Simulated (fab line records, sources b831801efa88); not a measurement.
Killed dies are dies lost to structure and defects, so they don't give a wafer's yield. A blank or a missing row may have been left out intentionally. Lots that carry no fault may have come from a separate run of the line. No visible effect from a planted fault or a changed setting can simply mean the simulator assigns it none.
The tool behind it: which one? / flow sky130 / 7 lots, 21 wafers sampled, at 4 steps of a route of 708

## WHAT THE GAUGES SHOWED, per wafer
SKY_PASSIVATION_THK_MEAS_03.
lot=L902; measured=day 44 09:14; on=film_metro-02; PASSIVATION_CVD_02_THK (nm)=547 554 551
lot=L904; measured=day 45 05:46; on=film_metro-03; PASSIVATION_CVD_02_THK (nm)=548 539 552
lot=L907; measured=day 45 21:16; on=film_metro-04; PASSIVATION_CVD_02_THK (nm)=531 539 542
lot=L911; measured=day 46 18:01; on=film_metro-04; PASSIVATION_CVD_02_THK (nm)=543 547 540
lot=L922; measured=day 49 02:50; on=film_metro-02; PASSIVATION_CVD_02_THK (nm)=542 534 540

## WHAT TOOL EACH LOT RAN ON (gives the tool, then ch and the chambers of the sampled wafers, and finally the start)
lot=L902; SKY_METAL4_METAL_ETCH_18=rie_metal-02 ch 0,1, day 42 06:46; SKY_METAL5_EXPOSE_11=iline_stepper-02 ch 0, day 43 20:16; SKY_PASSIVATION_CVD_02=pecvd-03 ch 0,1, day 44 08:59
lot=L904; SKY_METAL4_METAL_ETCH_18=rie_metal-02 ch 0,1, day 43 04:30; SKY_METAL5_EXPOSE_11=iline_stepper-02 ch 0, day 44 17:23; SKY_PASSIVATION_CVD_02=pecvd-01 ch 1,2, day 45 05:32
lot=L907; SKY_METAL4_METAL_ETCH_18=rie_metal-01 ch 0,1, day 43 22:40; SKY_METAL5_EXPOSE_11=iline_stepper-02 ch 0, day 45 10:04; SKY_PASSIVATION_CVD_02=pecvd-04 ch 0,2, day 45 20:55
lot=L911; SKY_METAL4_METAL_ETCH_18=rie_metal-01 ch 0,1, day 44 20:45; SKY_METAL5_EXPOSE_11=iline_stepper-02 ch 0, day 46 06:53; SKY_PASSIVATION_CVD_02=pecvd-03 ch 1,2, day 46 17:47
lot=L917; SKY_METAL4_METAL_ETCH_18=rie_metal-02 ch 0,1, day 46 14:13; SKY_METAL5_EXPOSE_11=iline_stepper-02, day 48 00:07; SKY_PASSIVATION_CVD_02=-
lot=L919; SKY_METAL4_METAL_ETCH_18=rie_metal-02 ch 0,1, day 47 01:45; SKY_METAL5_EXPOSE_11=iline_stepper-01, day 48 09:25; SKY_PASSIVATION_CVD_02=-
lot=L922; SKY_METAL4_METAL_ETCH_18=rie_metal-02 ch 0,1, day 47 08:21; SKY_METAL5_EXPOSE_11=iline_stepper-01 ch 0, day 48 16:21; SKY_PASSIVATION_CVD_02=pecvd-01 ch 0,1,2, day 49 02:37
- SKY_METAL4_METAL_ETCH_18: etches the open film in Cl2/BCl3, stops on SiO2, target depth 845 nm, time 183.1 s.
- SKY_METAL5_EXPOSE_11: exposes mask MM5, target cd 1600 nm.
- SKY_PASSIVATION_CVD_02: deposits Si3N4, target thk 540 nm.

## THE ANSWER, worked out from the rows above alone
Rule: usual is defined by the lots themselves. The widest of any qualifying gaps counts: lots, ordered by their means at a reading, are off when they make up no more than a third of the lots, leave a main group of 4 or more, and stand apart from it by 3 or more times the standard deviation of that group's means. Not used: any main group whose means are identical at the precision the tables above print for the reading. A lot without any number at a reading at which 4 lots or more have one is off too. Any other lot the step has rows for is counted as sound.
No lot is off at any reading shown: from this, nothing can be told.

## WHAT THE SIMULATOR HAD PUT IN
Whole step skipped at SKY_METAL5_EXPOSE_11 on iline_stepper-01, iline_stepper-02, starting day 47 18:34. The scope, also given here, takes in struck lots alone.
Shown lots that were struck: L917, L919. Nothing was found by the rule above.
